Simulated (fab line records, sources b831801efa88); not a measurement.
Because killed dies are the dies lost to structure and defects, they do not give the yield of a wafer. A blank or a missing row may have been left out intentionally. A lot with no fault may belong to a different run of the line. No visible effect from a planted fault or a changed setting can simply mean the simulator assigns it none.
fab line records | flow gf180mcu
[record] lots = 12 | wafers = 35 | last-day = 34
route steps=602 shown M1@315 V1@349
lots that met no fault: from a run of the same line without faults
start-h: hours from the record's opening day to when the first of the lot's shown wafers began | wait-h: hours elapsed since this lot's preceding step | " identical to the entry in the row above | L1.1+2: several wafers, shown together as one row | - value missing, or start not given | * or withheld: withheld | < > ~ a bound
route shown NAME@n: names a module that has steps shown in the file, with the first one's number in the route | usual: average and standard deviation across the fault-free wafers | same: alike in all rows | chamber/n: place in a boat | sites: per-site readings | _std_site: standard deviation across them | _edge_site: mean of outer sites minus mean of inner sites | radius-mm: how far each site lies from the wafer's centre | mask NAME#n: copy n | behind: the last tool/chamber to shape the wafer | hold: the reason the lot was held/the length of the hold in hours/how it ended | device: the transistor (n, p or np) that didn't switch | end of line: the same wafers' tests at the end of the route | step lacking rows: just its recipe | killed: at the first sort, the dies lost to defects and structure; wafer yield is something else | map: the dies of a wafer, with x for killed, . for not killed, _ for no die there
set.NAME: the setting the step ran with; set.NAME@STEP: the setting that earlier step ran with | model.NAME: the simulator's own value behind a step, which no gauge read
the route's steps for a sample of lots (tables are steps, rows are wafers)
services: a tool's chamber out of use, with start hour (start-h, from the record's first day; less than 0 if before it), hours out, and reason
[[steps]]
[step GF_M1_SPUTTER_00]
[recipe] material = Ti | target-thk-nm = 37.5 | arriving-ion-energy-ev = 80 | substrate-temp-c = 200 | chamber-pressure-pa = 2 | power-w = 4000 | time-s = 150
[usual] throttle-valve-pct = 30.1/1.4
lot.wafer | tool           | chamber | start-h | wait-h | throttle-valve-pct
L256.3    | pvd-sputter-04 | -       | 358.85  | 0.1    | 31.6
L256.4    | "              | -       | "       | "      | 31.2
L256.5    | "              | -       | "       | "      | 29.6
L257.3    | pvd-sputter-04 | -       | 373.89  | 0.2    | 31.3
L257.5    | "              | -       | "       | "      | 27.6
L257.6    | "              | -       | "       | "      | 31.4
L261.1    | pvd-sputter-02 | -       | 417.04  | 0.1    | 31.0
L261.5    | "              | -       | "       | "      | 31.7
L261.6    | "              | -       | "       | "      | 30.6
L263.1    | pvd-sputter-01 | -       | 432.78  | 0.1    | 29.5
L263.4    | "              | -       | "       | "      | 29.3
L263.6    | "              | -       | "       | "      | 28.2
L262.2    | pvd-sputter-01 | -       | 449.06  | 0.1    | 27.1
L262.3    | "              | -       | "       | "      | 28.1
L262.4    | "              | -       | "       | "      | 29.4
L265.1    | pvd-sputter-02 | -       | 465.78  | 0.1    | 31.3
L265.2    | "              | -       | "       | "      | 30.9
L265.3    | "              | -       | "       | "      | 31.8
L266.2    | pvd-sputter-04 | -       | 466.08  | 0.2    | 29.5
L266.4    | "              | -       | "       | "      | 31.1
L266.5    | "              | -       | "       | "      | 27.9
L267.2    | pvd-sputter-02 | -       | 481.27  | 0.1    | 31.4
L267.4    | "              | -       | "       | "      | 30.9
L267.5    | "              | -       | "       | "      | 31.4
L268.3    | pvd-sputter-04 | -       | 486.03  | 0.1    | 27.8
L268.4    | "              | -       | "       | "      | 29.6
L268.5    | "              | -       | "       | "      | 31.1
L269.2    | pvd-sputter-04 | -       | 489.11  | 0.1    | 31.3
L269.5    | "              | -       | "       | "      | 31.2
L270.1    | pvd-sputter-04 | -       | 503.35  | 0.2    | 31.3
L270.4    | "              | -       | "       | "      | 31.0
L270.6    | "              | -       | "       | "      | 31.2
L279.1    | pvd-sputter-04 | -       | 571.43  | 0.2    | 31.6
L279.2    | "              | -       | "       | "      | 27.9
L279.6    | "              | -       | "       | "      | 30.8
[step GF_M1_OVL_MEAS_15]
[usual] M1_OVL = -2/5.3
lot.wafer | tool       | chamber | start-h | wait-h | M1_OVL[nm]
L256.3    | overlay-01 | -       | 381.24  | 0.1    | -8
L256.4    | "          | -       | "       | "      | 7
L256.5    | "          | -       | "       | "      | 0
L257.3    | overlay-01 | -       | 398.14  | 0.1    | -3
L257.5    | "          | -       | "       | "      | -6
L257.6    | "          | -       | "       | "      | -4
L261.1    | overlay-02 | -       | 439.92  | 0.1    | 1
L261.5    | "          | -       | "       | "      | 2
L261.6    | "          | -       | "       | "      | 1
L263.1    | overlay-02 | -       | 457.57  | 0.1    | -1
L263.4    | "          | -       | "       | "      | 3
L263.6    | "          | -       | "       | "      | 0
L262.2    | overlay-02 | -       | 474.24  | 0.1    | -1
L262.3    | "          | -       | "       | "      | -3
L262.4    | "          | -       | "       | "      | 0
L265.1    | overlay-01 | -       | 489.48  | 0.1    | -6
L265.2    | "          | -       | "       | "      | -4
L265.3    | "          | -       | "       | "      | -4
L266.2    | overlay-02 | -       | 490.68  | 0.1    | 3
L266.4    | "          | -       | "       | "      | 2
L266.5    | "          | -       | "       | "      | 1
L267.2    | overlay-02 | -       | 506.03  | 0.1    | 7
L267.4    | "          | -       | "       | "      | 1
L267.5    | "          | -       | "       | "      | 2
L268.3    | overlay-02 | -       | 510.43  | 0.1    | 0
L268.4    | "          | -       | "       | "      | -5
L268.5    | "          | -       | "       | "      | 2
L269.2    | overlay-01 | -       | 512.33  | 0.1    | -2
L269.5    | "          | -       | "       | "      | -1
L270.1    | overlay-02 | -       | 527.67  | 0.1    | -15
L270.4    | "          | -       | "       | "      | -11
L270.6    | "          | -       | "       | "      | -11
L279.1    | overlay-01 | -       | 593.02  | 0.1    | 1
L279.2    | "          | -       | "       | "      | -1
L279.6    | "          | -       | "       | "      | -2
[step GF_V1_CD_MEAS_14]
[recipe] target-cd-nm = 260
[usual] cd-nm = 260.4/1.2
lot.wafer | tool      | chamber | start-h | wait-h | cd-nm
L256.3    | cd-sem-01 | -       | 404.40  | 0.1    | 260.3
L256.4    | "         | -       | "       | "      | 260.2
L256.5    | "         | -       | "       | "      | 260.1
L257.3    | cd-sem-01 | -       | 421.19  | 0.1    | 261.1
L257.5    | "         | -       | "       | "      | 261.1
L257.6    | "         | -       | "       | "      | 260.8
L261.1    | cd-sem-01 | -       | 465.60  | 0.1    | 260.5
L261.5    | "         | -       | "       | "      | 258.6
L261.6    | "         | -       | "       | "      | 260.0
L263.1    | cd-sem-01 | -       | 482.96  | 0.1    | 260.7
L263.4    | "         | -       | "       | "      | 261.2
L263.6    | "         | -       | "       | "      | 261.8
L262.2    | cd-sem-02 | -       | 499.77  | 0.1    | 260.3
L262.3    | "         | -       | "       | "      | 260.6
L262.4    | "         | -       | "       | "      | 260.1
L265.1    | cd-sem-02 | -       | 514.50  | 0.1    | 262.8
L265.2    | "         | -       | "       | "      | 261.0
L265.3    | "         | -       | "       | "      | 262.2
L266.2    | cd-sem-01 | -       | 516.01  | 0.1    | 262.4
L266.4    | "         | -       | "       | "      | 262.0
L266.5    | "         | -       | "       | "      | 263.7
L267.2    | cd-sem-02 | -       | 530.56  | 0.1    | 259.9
L267.4    | "         | -       | "       | "      | 259.8
L267.5    | "         | -       | "       | "      | 261.4
L268.3    | cd-sem-01 | -       | 534.49  | 0.1    | 261.0
L268.4    | "         | -       | "       | "      | 261.5
L268.5    | "         | -       | "       | "      | 260.9
L269.2    | cd-sem-02 | -       | 536.92  | 0.1    | 257.9
L269.5    | "         | -       | "       | "      | 258.8
L270.1    | cd-sem-02 | -       | 552.21  | 0.1    | 258.8
L270.4    | "         | -       | "       | "      | 259.7
L270.6    | "         | -       | "       | "      | 260.6
L279.1    | cd-sem-02 | -       | 615.26  | 0.1    | 260.4
L279.2    | "         | -       | "       | "      | 258.3
L279.6    | "         | -       | "       | "      | 259.2
[step GF_V1_CVD_23]
[recipe] material = W | target-thk-nm = 350 | time-s = 105.05 | temp-c = 400 | pressure-torr = 40
[usual] heater-power-w = 885/35
lot.wafer | tool     | chamber | start-h | wait-h | heater-power-w
L256.3    | cvd-w-01 | 1       | 405.35  | 0.1    | 936
L256.4    | "        | 0       | "       | "      | 819
L256.5    | "        | 1       | "       | "      | 919
L257.3    | cvd-w-02 | 0       | 422.11  | 0.1    | 905
L257.5    | "        | 1       | "       | "      | 875
L257.6    | "        | 0       | "       | "      | 892
L261.1    | cvd-w-01 | 1       | 466.54  | 0.0    | 912
L261.5    | "        | 0       | "       | "      | 840
L261.6    | "        | 1       | "       | "      | 916
L263.1    | cvd-w-02 | 1       | 483.88  | 0.0    | 896
L263.4    | "        | 0       | "       | "      | 934
L263.6    | "        | 1       | "       | "      | 881
L262.2    | cvd-w-01 | 0       | 501.02  | 0.0    | 839
L262.3    | "        | 0       | "       | "      | 839
L262.4    | "        | 1       | "       | "      | 937
L265.1    | cvd-w-02 | 0       | 515.42  | 0.0    | 926
L265.2    | "        | 1       | "       | "      | 878
L265.3    | "        | 1       | "       | "      | 871
L266.2    | cvd-w-01 | 1       | 516.91  | 0.0    | 917
L266.4    | "        | 0       | "       | "      | 837
L266.5    | "        | 1       | "       | "      | 913
L267.2    | cvd-w-01 | 1       | 531.55  | 0.0    | 935
L267.4    | "        | 0       | "       | "      | 849
L267.5    | "        | 1       | "       | "      | 954
L268.3    | cvd-w-01 | 0       | 535.44  | 0.1    | 838
L268.4    | "        | 1       | "       | "      | 911
L268.5    | "        | 0       | "       | "      | 808
L269.2    | cvd-w-01 | 1       | 537.82  | 0.0    | 906
L269.5    | "        | 0       | "       | "      | 832
L270.1    | cvd-w-02 | 1       | 553.13  | 0.0    | 882
L270.4    | "        | 0       | "       | "      | 888
L270.6    | "        | 1       | "       | "      | 894
L279.1    | cvd-w-02 | 0       | 616.19  | 0.0    | 874
L279.2    | "        | 1       | "       | "      | 870
L279.6    | "        | 1       | "       | "      | 890
[step GF_V1_RS_MEAS_24]
[recipe] thk-meas-gauge = four-point-probe | reads = W_of_V1_CVD_23+TiN_of_V1_SPUTTER_22+Ti_of_V1_SPUTTER_21
[usual] V1_W_RS = 0.331/0.0048
lot.wafer | tool          | chamber | start-h | wait-h | V1_W_RS[ohm/sq]
L256.3    | film-metro-03 | -       | 405.46  | 0.1    | 0.336
L256.4    | "             | -       | "       | "      | 0.329
L256.5    | "             | -       | "       | "      | 0.338
L257.3    | film-metro-01 | -       | 422.22  | 0.1    | 0.330
L257.5    | "             | -       | "       | "      | 0.329
L257.6    | "             | -       | "       | "      | 0.331
L261.1    | film-metro-03 | -       | 466.65  | 0.1    | 0.340
L261.5    | "             | -       | "       | "      | 0.331
L261.6    | "             | -       | "       | "      | 0.340
L263.1    | film-metro-01 | -       | 483.99  | 0.1    | 0.330
L263.4    | "             | -       | "       | "      | 0.328
L263.6    | "             | -       | "       | "      | 0.327
L262.2    | film-metro-01 | -       | 501.15  | 0.1    | 0.330
L262.3    | "             | -       | "       | "      | 0.330
L262.4    | "             | -       | "       | "      | 0.334
L265.1    | film-metro-01 | -       | 515.53  | 0.1    | 0.329
L265.2    | "             | -       | "       | "      | 0.322
L265.3    | "             | -       | "       | "      | 0.330
L266.2    | film-metro-01 | -       | 517.04  | 0.1    | 0.333
L266.4    | "             | -       | "       | "      | 0.325
L266.5    | "             | -       | "       | "      | 0.334
L267.2    | film-metro-01 | -       | 531.68  | 0.1    | 0.332
L267.4    | "             | -       | "       | "      | 0.332
L267.5    | "             | -       | "       | "      | 0.335
L268.3    | film-metro-01 | -       | 535.55  | 0.1    | 0.330
L268.4    | "             | -       | "       | "      | 0.333
L268.5    | "             | -       | "       | "      | 0.360
L269.2    | film-metro-02 | -       | 537.95  | 0.1    | 0.328
L269.5    | "             | -       | "       | "      | 0.354
L270.1    | film-metro-02 | -       | 553.24  | 0.1    | 0.328
L270.4    | "             | -       | "       | "      | 0.328
L270.6    | "             | -       | "       | "      | 0.330
L279.1    | film-metro-02 | -       | 616.30  | 0.1    | 0.330
L279.2    | "             | -       | "       | "      | 0.330
L279.6    | "             | -       | "       | "      | 0.330
[step GF_V1_THK_MEAS_25]
[recipe] thk-meas-gauge = xrf | reads = W_of_V1_CVD_23
[usual] V1_W_THK = 347/4.5
lot.wafer | tool          | chamber | start-h | wait-h | V1_W_THK[nm]
L256.3    | film-metro-03 | -       | 405.56  | 0.1    | 344
L256.4    | "             | -       | "       | "      | 350
L256.5    | "             | -       | "       | "      | 341
L257.3    | film-metro-01 | -       | 422.32  | 0.1    | 348
L257.5    | "             | -       | "       | "      | 349
L257.6    | "             | -       | "       | "      | 346
L261.1    | film-metro-03 | -       | 466.77  | 0.1    | 341
L261.5    | "             | -       | "       | "      | 349
L261.6    | "             | -       | "       | "      | 340
L263.1    | film-metro-01 | -       | 484.11  | 0.1    | 349
L263.4    | "             | -       | "       | "      | 349
L263.6    | "             | -       | "       | "      | 352
L262.2    | film-metro-01 | -       | 501.26  | 0.1    | 345
L262.3    | "             | -       | "       | "      | 349
L262.4    | "             | -       | "       | "      | 345
L265.1    | film-metro-01 | -       | 515.65  | 0.1    | 344
L265.2    | "             | -       | "       | "      | 352
L265.3    | "             | -       | "       | "      | 345
L266.2    | film-metro-01 | -       | 517.15  | 0.1    | 341
L266.4    | "             | -       | "       | "      | 348
L266.5    | "             | -       | "       | "      | 342
L267.2    | film-metro-01 | -       | 531.79  | 0.1    | 348
L267.4    | "             | -       | "       | "      | 346
L267.5    | "             | -       | "       | "      | 341
L268.3    | film-metro-01 | -       | 535.65  | 0.1    | 348
L268.4    | "             | -       | "       | "      | 347
L268.5    | "             | -       | "       | "      | 319
L269.2    | film-metro-02 | -       | 538.06  | 0.1    | 349
L269.5    | "             | -       | "       | "      | 324
L270.1    | film-metro-02 | -       | 553.36  | 0.1    | 354
L270.4    | "             | -       | "       | "      | 352
L270.6    | "             | -       | "       | "      | 349
L279.1    | film-metro-02 | -       | 616.42  | 0.1    | 351
L279.2    | "             | -       | "       | "      | 347
L279.6    | "             | -       | "       | "      | 348
[[services]]
tool           | chamber | start-h | hours | kind
pvd-sputter-04 | -       | 383.96  | 4.0   | repair
cvd-w-01       | -       | 390.00  | 14.0  | pm
cvd-w-01       | 0       | 390.00  | 14.0  | vent-cycle
cvd-w-01       | 1       | 390.00  | 14.0  | vent-cycle
cvd-w-02       | -       | 390.93  | 5.3   | repair
cvd-w-01       | 0       | 404.00  | -     | clean
cvd-w-01       | 1       | 404.00  | -     | clean
pvd-sputter-02 | 3       | 406.12  | -     | consumable-replace:kit
pvd-sputter-02 | 3       | 406.12  | 18.0  | scheduled-down
pvd-sputter-02 | 3       | 406.12  | 18.0  | vent-cycle
pvd-sputter-04 | 0       | 416.46  | -     | consumable-replace:kit
pvd-sputter-04 | 0       | 416.46  | 18.0  | scheduled-down
pvd-sputter-04 | 0       | 416.46  | 18.0  | vent-cycle
cvd-w-01       | 0       | 424.50  | 14.2  | repair
pvd-sputter-04 | -       | 435.44  | 0.9   | repair
pvd-sputter-04 | -       | 455.80  | 3.9   | repair
cvd-w-02       | -       | 455.96  | 14.6  | pm
pvd-sputter-02 | -       | 463.07  | 1.9   | repair
pvd-sputter-01 | -       | 495.11  | 29.0  | repair
cvd-w-02       | -       | 498.41  | 2.8   | pm
cvd-w-02       | 0       | 542.92  | 3.6   | repair
pvd-sputter-04 | 3       | 597.59  | -     | consumable-replace:kit
pvd-sputter-04 | 3       | 597.59  | 18.0  | scheduled-down
pvd-sputter-04 | 3       | 597.59  | 18.0  | vent-cycle
[[key]]
[first-sign] step = GF_V1_RS_MEAS_24 | reading = V1_W_RS | direction = up | sigmas = 5.6 | usual = 0.331 | struck = 0.357
[effect] step = GF_V1_THK_MEAS_25 | reading = V1_W_THK | direction = down | sigmas = 5.6 | usual = 347 | struck = 322
met-at GF_V1_CVD_23
struck-lots L268,L269
struck-wafers L268.5,L269.5
not-acting-at GF_M1_SPUTTER_00,GF_M1_OVL_MEAS_15,GF_V1_CD_MEAS_14
onset-between 531.55 535.44
[fault] kind = process-parameter-drift | tool = cvd-w-01 | chamber = - | onset-h = 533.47 | steps = GF_V1_CVD_23 | channel = target-thk-nm | offset = -26.34 | shape = step | end-h = 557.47 | scope = struck-wafers-only | acts-in = these-recipes-only | stated = 350
